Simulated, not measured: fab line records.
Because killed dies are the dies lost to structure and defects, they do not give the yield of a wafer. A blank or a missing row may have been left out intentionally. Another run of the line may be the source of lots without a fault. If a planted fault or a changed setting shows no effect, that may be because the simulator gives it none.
Which tool did it? || flow sky130 || 39 wafers from 13 lots sampled at 4 of the route's 708 steps

== WHAT THE GAUGES READ, wafer by wafer ==
SKY_SONOS_TUNNEL_TW_MEAS_12.
{"lot": "L260", "measured": "day 11 11:21", "on": "film metro-01", "SONOS_TUNNEL_TW": "199.8 200.0 199.2"}
{"lot": "L263", "measured": "day 12 10:38", "on": "film metro-01", "SONOS_TUNNEL_TW": "200.8 202.2 201.3"}
{"lot": "L264", "measured": "day 12 15:08", "on": "film metro-01", "SONOS_TUNNEL_TW": "201.3 201.1 200.5"}
{"lot": "L265", "measured": "day 13 01:05", "on": "film metro-01", "SONOS_TUNNEL_TW": "198.6 200.1 200.3"}
{"lot": "L266", "measured": "day 13 13:06", "on": "film metro-02", "SONOS_TUNNEL_TW": "196.2 196.5 196.5"}
{"lot": "L269", "measured": "day 14 09:16", "on": "film metro-02", "SONOS_TUNNEL_TW": "197.0 197.6 196.7"}
{"lot": "L270", "measured": "day 14 16:42", "on": "film metro-01", "SONOS_TUNNEL_TW": "200.9 202.1 202.5"}
{"lot": "L271", "measured": "day 14 23:35", "on": "film metro-04", "SONOS_TUNNEL_TW": "198.8 197.8 199.4"}
{"lot": "L275", "measured": "day 16 11:09", "on": "film metro-02", "SONOS_TUNNEL_TW": "197.2 196.8 196.5"}
{"lot": "L276", "measured": "day 16 19:02", "on": "film metro-02", "SONOS_TUNNEL_TW": "196.9 197.4 197.4"}
{"lot": "L277", "measured": "day 17 11:23", "on": "film metro-04", "SONOS_TUNNEL_TW": "198.9 199.0 198.5"}
{"lot": "L278", "measured": "day 17 12:08", "on": "film metro-04", "SONOS_TUNNEL_TW": "199.0 198.6 199.4"}
{"lot": "L279", "measured": "day 17 14:22", "on": "film metro-04", "SONOS_TUNNEL_TW": "198.0 199.8 197.9"}

SKY_SONOS_ONO_THK_MEAS_05.
{"lot": "L260", "measured": "day 11 18:25", "on": "film metro-02", "SONOS_ONO_CVD_04_THK (nm)": "5.79 5.87 5.79"}
{"lot": "L263", "measured": "day 12 14:52", "on": "film metro-01", "SONOS_ONO_CVD_04_THK (nm)": "5.86 5.89 5.83"}
{"lot": "L264", "measured": "day 12 19:45", "on": "film metro-02", "SONOS_ONO_CVD_04_THK (nm)": "5.82 5.86 5.82"}
{"lot": "L265", "measured": "day 13 06:34", "on": "film metro-01", "SONOS_ONO_CVD_04_THK (nm)": "5.57 5.61 5.62"}
{"lot": "L266", "measured": "day 13 19:47", "on": "film metro-02", "SONOS_ONO_CVD_04_THK (nm)": "5.72 5.83 5.74"}
{"lot": "L269", "measured": "day 14 17:11", "on": "film metro-02", "SONOS_ONO_CVD_04_THK (nm)": "5.60 5.63 5.61"}
{"lot": "L270", "measured": "day 15 02:59", "on": "film metro-02", "SONOS_ONO_CVD_04_THK (nm)": "5.77 5.70 5.64"}
{"lot": "L271", "measured": "day 15 23:19", "on": "film metro-02", "SONOS_ONO_CVD_04_THK (nm)": "5.71 5.87 5.82"}
{"lot": "L275", "measured": "day 16 21:42", "on": "film metro-02", "SONOS_ONO_CVD_04_THK (nm)": "5.88 5.84 5.75"}
{"lot": "L276", "measured": "day 17 01:58", "on": "film metro-01", "SONOS_ONO_CVD_04_THK (nm)": "5.50 5.48 5.51"}
{"lot": "L277", "measured": "day 17 19:05", "on": "film metro-01", "SONOS_ONO_CVD_04_THK (nm)": "5.55 5.55 5.71"}
{"lot": "L278", "measured": "day 17 19:05", "on": "film metro-02", "SONOS_ONO_CVD_04_THK (nm)": "5.66 5.73 5.78"}
{"lot": "L279", "measured": "day 18 00:29", "on": "film metro-03", "SONOS_ONO_CVD_04_THK (nm)": "5.73 5.66 5.59"}

SKY_SONOS_ONO_OVL_MEAS_14.
{"lot": "L260", "measured": "day 12 18:24", "on": "overlay-01", "SONOS_ONO_OVL (nm)": "-1.0 -1.0 -1.9"}
{"lot": "L263", "measured": "day 13 15:38", "on": "overlay-02", "SONOS_ONO_OVL (nm)": "-2.2 -1.1 -2.4"}
{"lot": "L264", "measured": "day 13 21:26", "on": "overlay-02", "SONOS_ONO_OVL (nm)": "0.0 -0.5 0.7"}
{"lot": "L265", "measured": "day 14 07:57", "on": "overlay-01", "SONOS_ONO_OVL (nm)": "0.5 0.8 1.5"}
{"lot": "L266", "measured": "day 14 21:31", "on": "overlay-02", "SONOS_ONO_OVL (nm)": "-0.5 -1.0 -0.6"}
{"lot": "L269", "measured": "day 15 19:18", "on": "overlay-02", "SONOS_ONO_OVL (nm)": "0.1 -1.5 -1.8"}
{"lot": "L270", "measured": "day 16 05:53", "on": "overlay-01", "SONOS_ONO_OVL (nm)": "-4.2 -3.3 -2.5"}
{"lot": "L271", "measured": "day 17 08:09", "on": "overlay-01", "SONOS_ONO_OVL (nm)": "-3.0 -1.9 -2.6"}
{"lot": "L275", "measured": "day 17 23:56", "on": "overlay-01", "SONOS_ONO_OVL (nm)": "-0.9 -0.8 -0.2"}
{"lot": "L276", "measured": "day 18 06:02", "on": "overlay-01", "SONOS_ONO_OVL (nm)": "-2.2 -2.9 -3.8"}
{"lot": "L277", "measured": "day 19 00:35", "on": "overlay-01", "SONOS_ONO_OVL (nm)": "2.5 2.4 0.9"}
{"lot": "L278", "measured": "day 19 00:18", "on": "overlay-01", "SONOS_ONO_OVL (nm)": "-3.2 -1.2 -1.1"}
{"lot": "L279", "measured": "day 19 05:53", "on": "overlay-01", "SONOS_ONO_OVL (nm)": "-0.4 0.0 -0.1"}

== WHAT TOOL EACH LOT RAN ON (gives the tool, then ch and the chambers of the sampled wafers, and finally the start) ==
{"lot": "L260", "SKY_SONOS_ONO_OXIDATION_00": "furnace-02 ch 0, day 11 14:38"}
{"lot": "L263", "SKY_SONOS_ONO_OXIDATION_00": "furnace-01 ch 0, day 12 10:42"}
{"lot": "L264", "SKY_SONOS_ONO_OXIDATION_00": "furnace-01 ch 0, day 12 15:59"}
{"lot": "L265", "SKY_SONOS_ONO_OXIDATION_00": "furnace-01 ch 0, day 13 01:25"}
{"lot": "L266", "SKY_SONOS_ONO_OXIDATION_00": "furnace-02 ch 0, day 13 14:22"}
{"lot": "L269", "SKY_SONOS_ONO_OXIDATION_00": "furnace-01 ch 0, day 14 13:26"}
{"lot": "L270", "SKY_SONOS_ONO_OXIDATION_00": "furnace-01 ch 0, day 14 18:57"}
{"lot": "L271", "SKY_SONOS_ONO_OXIDATION_00": "furnace-01 ch 0, day 15 01:37"}
{"lot": "L275", "SKY_SONOS_ONO_OXIDATION_00": "furnace-01 ch 0, day 16 13:26"}
{"lot": "L276", "SKY_SONOS_ONO_OXIDATION_00": "furnace-01 ch 0, day 16 19:38"}
{"lot": "L277", "SKY_SONOS_ONO_OXIDATION_00": "furnace-01 ch 0, day 17 12:32"}
{"lot": "L278", "SKY_SONOS_ONO_OXIDATION_00": "furnace-01 ch 0, day 17 12:32"}
{"lot": "L279", "SKY_SONOS_ONO_OXIDATION_00": "furnace-02 ch 0, day 17 15:27"}
- SKY_SONOS_ONO_OXIDATION_00: stabilise 600 s, purge 300 s, target thk 2.6 nm.

== AS READ BY THE TOOLS THEMSELVES (means over the sampled wafers that have a number; for cases with no such wafer, the mark the record gives instead) ==
SKY_SONOS_ONO_OXIDATION_00.
{"lot": "L260", "tool": "furnace-02", "spike tc centre C (C)": 800.7, "spike tc top C (C)": 812.2, "spike tc upper C (C)": 800.9, "tube_center_temp_C_max": 801.8, "zone power centre pct (%)": 13.6, "zone power top pct (%)": 28.4, "zone power upper pct (%)": 12.1}
{"lot": "L263", "tool": "furnace-01", "spike tc centre C (C)": 800.7, "spike tc top C (C)": 813.9, "spike tc upper C (C)": 799.5, "tube_center_temp_C_max": 801.9, "zone power centre pct (%)": 15.1, "zone power top pct (%)": 25.0, "zone power upper pct (%)": 15.2}
{"lot": "L264", "tool": "furnace-01", "spike tc centre C (C)": 800.2, "spike tc top C (C)": 815.1, "spike tc upper C (C)": 800.4, "tube_center_temp_C_max": 802.2, "zone power centre pct (%)": 15.0, "zone power top pct (%)": 24.9, "zone power upper pct (%)": 15.0}
{"lot": "L265", "tool": "furnace-01", "spike tc centre C (C)": 800.5, "spike tc top C (C)": 814.7, "spike tc upper C (C)": 798.6, "tube_center_temp_C_max": 802.0, "zone power centre pct (%)": 15.0, "zone power top pct (%)": 25.0, "zone power upper pct (%)": 15.3}
{"lot": "L266", "tool": "furnace-02", "spike tc centre C (C)": 800.8, "spike tc top C (C)": 811.5, "spike tc upper C (C)": 800.9, "tube_center_temp_C_max": 802.2, "zone power centre pct (%)": 13.5, "zone power top pct (%)": 28.2, "zone power upper pct (%)": 12.1}
{"lot": "L269", "tool": "furnace-01", "spike tc centre C (C)": 800.2, "spike tc top C (C)": 814.2, "spike tc upper C (C)": 799.4, "tube_center_temp_C_max": 802.4, "zone power centre pct (%)": 15.1, "zone power top pct (%)": 25.0, "zone power upper pct (%)": 15.1}
{"lot": "L270", "tool": "furnace-01", "spike tc centre C (C)": 799.7, "spike tc top C (C)": 814.9, "spike tc upper C (C)": 799.3, "tube_center_temp_C_max": 802.0, "zone power centre pct (%)": 14.8, "zone power top pct (%)": 24.8, "zone power upper pct (%)": 15.1}
{"lot": "L271", "tool": "furnace-01", "spike tc centre C (C)": 800.4, "spike tc top C (C)": 814.0, "spike tc upper C (C)": 799.2, "tube_center_temp_C_max": 802.0, "zone power centre pct (%)": 15.1, "zone power top pct (%)": 25.0, "zone power upper pct (%)": 15.1}
{"lot": "L275", "tool": "furnace-01", "spike tc centre C (C)": 799.8, "spike tc top C (C)": 814.9, "spike tc upper C (C)": 798.8, "tube_center_temp_C_max": 802.0, "zone power centre pct (%)": 15.0, "zone power top pct (%)": 24.7, "zone power upper pct (%)": 15.2}
{"lot": "L276", "tool": "furnace-01", "spike tc centre C (C)": 796.3, "spike tc top C (C)": 809.7, "spike tc upper C (C)": 830.1, "tube_center_temp_C_max": 802.2, "zone power centre pct (%)": 10.5, "zone power top pct (%)": 19.9, "zone power upper pct (%)": 25.2}
{"lot": "L277", "tool": "furnace-01", "spike tc centre C (C)": 795.0, "spike tc top C (C)": 810.5, "spike tc upper C (C)": 829.7, "tube_center_temp_C_max": 801.8, "zone power centre pct (%)": 10.5, "zone power top pct (%)": 19.7, "zone power upper pct (%)": 25.4}
{"lot": "L278", "tool": "furnace-01", "spike tc centre C (C)": 796.8, "spike tc top C (C)": 810.1, "spike tc upper C (C)": 830.3, "tube_center_temp_C_max": 802.3, "zone power centre pct (%)": 10.5, "zone power top pct (%)": 19.8, "zone power upper pct (%)": 25.2}
{"lot": "L279", "tool": "furnace-02", "spike tc centre C (C)": 799.4, "spike tc top C (C)": 812.0, "spike tc upper C (C)": 799.8, "tube_center_temp_C_max": 802.1, "zone power centre pct (%)": 13.5, "zone power top pct (%)": 28.3, "zone power upper pct (%)": 12.2}

== THE ANSWER, worked out from the rows above alone ==
Rule: usual is defined by the lots themselves. Put in order of their means at a reading, lots are off if they are a third of the lots or fewer, leave a main group of 4 or more, and stand apart from it by a gap of 3 or more times the standard deviation of the main group's means; of several such gaps the widest counts. The tables above print the reading to a certain number of digits; a main group whose means all agree to those digits is not used. A lot without any number at a reading at which 4 lots or more have one is off too. All remaining lots with rows at the step are treated as sound. First the gauges in route order, then the tools' own readings, where a lot's mean is used as printed above. At the first step where some lot is off, the reading lying furthest off is the one used; lots without a number count as furthest.
Off at SKY_SONOS_ONO_OXIDATION_00 (spike tc upper C): L276, L277, L278. For the main group the mean is 799.7 C and the standard deviation 0.77.
A tool fits if, at that step or a process step before it, it ran every lot that is off, and no sound lot after the first of them. One fits: SKY_SONOS_ONO_OXIDATION_00 on furnace-01. Its last sound lot is L275 (day 16 13:26), its first lot that is off L276 (day 16 19:38): a fault that began between those two fits.
The tool's own readings at SKY_SONOS_ONO_OXIDATION_00 bear it out: on the lots that are off they differ by more than 5 times the standard deviation of the sound lots' means. spike tc centre C reads 796.0 C there against 800.2 C on the sound lots; spike tc upper C reads 830.0 C there against 799.7 C on the sound lots; zone power centre pct reads 10.5 % there against 14.6 % on the sound lots; zone power upper pct reads 25.3 % there against 14.2 % on the sound lots.

== WHAT HAD BEEN PUT IN BY THE SIMULATOR ==
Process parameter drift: furnace-01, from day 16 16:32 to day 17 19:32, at SKY_SONOS_ONO_OXIDATION_00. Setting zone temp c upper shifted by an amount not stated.
Shown lots that were struck: L276, L277, L278. The rule given above showed the same thing.
